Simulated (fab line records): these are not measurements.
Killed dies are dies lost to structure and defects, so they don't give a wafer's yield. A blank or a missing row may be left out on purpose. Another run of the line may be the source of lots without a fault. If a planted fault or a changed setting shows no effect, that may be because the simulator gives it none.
Check of tool commonality | flow sky130 | Sample size 11 lots and 33 wafers

== WHY THIS WAS OPENED ==
2 of 11 lots carry a flag on the reading PASSIVATION_CVD_02_THK at SKY_PASSIVATION_THK_MEAS_03. Wafers without a fault read 541 nm, standard deviation 7.8.
Rule: a lot gets a flag if all its wafers with a number sit over 4 standard deviations from that mean, or if no wafer of it has a number. As for the other lots, they are considered sound.

lot  | measured     | on           | PASSIVATION_CVD_02_THK (nm), wafer by wafer | flag
L375 | day 44 12:16 | filmMetro-02 | 533 539 535                                 | 
L377 | day 45 05:41 | filmMetro-03 | 546 535 541                                 | 
L376 | day 45 06:55 | filmMetro-03 | 533 540 544                                 | 
L381 | day 45 19:32 | filmMetro-02 | 537 537 530                                 | 
L380 | day 45 21:13 | filmMetro-02 | 536 544 550                                 | 
L382 | day 46 04:20 | filmMetro-02 | 542 535 546                                 | 
L386 | day 47 05:52 | filmMetro-01 | 416 415 417                                 | FLAGGED
L387 | day 47 10:05 | filmMetro-03 | 420 425 430                                 | FLAGGED
L389 | day 47 20:52 | filmMetro-02 | 539 536 547                                 | 
L392 | day 48 11:17 | filmMetro-01 | 537 536 547                                 | 
L394 | day 48 20:42 | filmMetro-03 | 539 548 549                                 | 
The mean of the flagged lots' numbers is 420 nm, -120 nm from the usual (-15 standard deviations).

== EACH LOT AND THE TOOL IT RAN ON ==
The record holds 2 process steps before the reading, out of a route of 708 steps. In each cell: the tool, then ch and the chambers that the sampled wafers went through, then the start.
lot  | flag    | SKY_CONTACT_ETCH_16               | SKY_PASSIVATION_CVD_02
L375 |         | rieDiel-02 ch 0,3, day 32 07:39   | pecvd-03 ch 2, day 44 11:55
L377 |         | rieDiel-02 ch 0,1,3, day 33 03:29 | pecvd-04 ch 1,2, day 45 05:27
L376 |         | rieDiel-01 ch 2,3, day 33 05:03   | pecvd-04 ch 1,2, day 45 06:41
L381 |         | rieDiel-02 ch 1,2,3, day 33 23:24 | pecvd-03 ch 0,1,2, day 45 19:19
L380 |         | rieDiel-01 ch 0,3, day 34 02:14   | pecvd-01 ch 0,2, day 45 20:52
L382 |         | rieDiel-01 ch 0,1,3, day 34 11:01 | pecvd-01 ch 1,2, day 46 04:07
L386 | FLAGGED | rieDiel-01 ch 1,2,3, day 35 16:36 | pecvd-04 ch 0,1,2, day 47 05:37
L387 | FLAGGED | rieDiel-02 ch 1,2, day 36 01:24   | pecvd-04 ch 0,2, day 47 09:50
L389 |         | rieDiel-04 ch 0,1,2, day 36 14:30 | pecvd-01 ch 1,2, day 47 20:38
L392 |         | rieDiel-01 ch 1,2,3, day 37 09:13 | pecvd-01 ch 1,2, day 48 10:57
L394 |         | rieDiel-04 ch 0,1, day 37 21:23   | pecvd-01 ch 1, day 48 20:21
What is done by these steps:
- SKY_CONTACT_ETCH_16: etches BARC in N2/H2, stops on SiO2, time 45.9 s, target depth 60 nm.
- SKY_PASSIVATION_CVD_02: deposits Si3N4, target thk 540 nm.
- SKY_PASSIVATION_THK_MEAS_03

== FLAGGED OVER TOTAL, TOOL BY TOOL (the gauges that took the reading come last) ==
step                        | tool         | lots run | flagged | share of the flagged lots | sound lots run after its first flagged lot
SKY_CONTACT_ETCH_16         | rieDiel-01   | 5        | 1       | some                      | 1 (L392)
SKY_CONTACT_ETCH_16         | rieDiel-02   | 4        | 1       | some                      | 0
SKY_CONTACT_ETCH_16         | rieDiel-04   | 2        | 0       | none                      | -
SKY_PASSIVATION_CVD_02      | pecvd-01     | 5        | 0       | none                      | -
SKY_PASSIVATION_CVD_02      | pecvd-03     | 2        | 0       | none                      | -
SKY_PASSIVATION_CVD_02      | pecvd-04     | 4        | 2       | all                       | 0
SKY_PASSIVATION_THK_MEAS_03 | filmMetro-01 | 2        | 1       | some                      | 1 (L392)
SKY_PASSIVATION_THK_MEAS_03 | filmMetro-02 | 5        | 0       | none                      | -
SKY_PASSIVATION_THK_MEAS_03 | filmMetro-03 | 4        | 1       | some                      | 1 (L394)

== WHAT THE TABLE PERMITS ==
1 row of the table ran every flagged lot: pecvd-04 at SKY_PASSIVATION_CVD_02.
- pecvd-04 at SKY_PASSIVATION_CVD_02: 2 of its 4 lots flagged. Its last sound lot is L376 (day 45 06:41), its first flagged lot L386 (day 47 05:37): a fault that began between those two fits.
One tool is left: pecvd-04 at SKY_PASSIVATION_CVD_02.

== WHAT WAS PUT IN BY THE SIMULATOR ==
Drift in process parameters on pecvd-04 at SKY_PASSIVATION_CVD_02, starting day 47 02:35. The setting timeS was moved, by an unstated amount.
Struck lots among those shown: L386, L387. Same finding as the rule above.
